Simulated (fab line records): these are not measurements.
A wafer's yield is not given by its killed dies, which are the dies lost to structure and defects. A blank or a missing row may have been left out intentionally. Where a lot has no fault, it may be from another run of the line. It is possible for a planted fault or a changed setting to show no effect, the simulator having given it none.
Which tool was responsible? / flow gf180mcu / 6 lots with 18 wafers sampled at 2 steps, on a route of 602 steps

WHAT THE GAUGES SHOWED, per wafer
GF_VT_IMPLANT_RS_MEAS_49: measures by four-point-probe.
lot=L258; measured=day 7 23:19; on=film_metro-03; MVPSD_RS (ohm/sq)=1170.4 1168.7 1167.2
lot=L260; measured=day 8 12:00; on=film_metro-01; MVPSD_RS (ohm/sq)=1169.7 1171.5 1166.6
lot=L263; measured=day 9 13:02; on=film_metro-02; MVPSD_RS (ohm/sq)=1169.7 1165.6 1171.9
lot=L268; measured=day 10 18:42; on=film_metro-02; MVPSD_RS (ohm/sq)=1179.3 1181.0 1181.1 1179.3 1181.4 1179.5
lot=L277; measured=day 13 05:56; on=film_metro-01; MVPSD_RS (ohm/sq)=1171.0 1170.6 1167.9
lot=L280; measured=day 14 04:00; on=film_metro-02; MVPSD_RS (ohm/sq)=1165.1 1164.4 1164.0

TOOL THAT RAN EACH LOT (tool first, then ch and the chambers of the sampled wafers, then the start)
lot=L258; GF_MVPSD_IMPLANT_08=implanter-04 ch 0, day 5 08:01
lot=L260; GF_MVPSD_IMPLANT_08=implanter-03 ch 0, day 5 19:37
lot=L263; GF_MVPSD_IMPLANT_08=implanter-01 ch 0, day 6 16:34
lot=L268; GF_MVPSD_IMPLANT_08=implanter-03 ch 0, day 7 20:55
lot=L277; GF_MVPSD_IMPLANT_08=implanter-01 ch 0, day 10 01:46
lot=L280; GF_MVPSD_IMPLANT_08=implanter-04 ch 0, day 10 20:02
- GF_MVPSD_IMPLANT_08

THE ANSWER, worked out from the rows above alone
Rule: the lots themselves supply what counts as usual. The widest of any qualifying gaps counts: lots, ordered by their means at a reading, are off when they make up no more than a third of the lots, leave a main group of 4 or more, and stand apart from it by 3 or more times the standard deviation of that group's means. A main group whose means are all the same, to the digits that the tables above print for the reading, isn't used. A lot without any number at a reading at which 4 lots or more have one is off too. Any other lot the step has rows for is counted as sound.
Off: at GF_VT_IMPLANT_RS_MEAS_49 (MVPSD_RS), L268. The main group: mean 1168.3 ohm/sq, standard deviation 1.9.
If a tool, at a process step before that reading, ran all the lots that are off and no sound lot after the first of them, it fits. Those tools and the gauges at GF_VT_IMPLANT_RS_MEAS_49 are tried in the same way. One fits: GF_MVPSD_IMPLANT_08 on implanter-03. A fault onset in the window from L260 (day 5 19:37, its last sound lot) to L268 (day 7 20:55, its first lot off) fits.

WHAT THE SIMULATOR HAD PUT IN
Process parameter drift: implanter-03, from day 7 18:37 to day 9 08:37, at GF_MVPSD_IMPLANT_08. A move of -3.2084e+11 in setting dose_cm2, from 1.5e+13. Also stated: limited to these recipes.
Lots struck among those shown: L268. The same result came from the rule above.
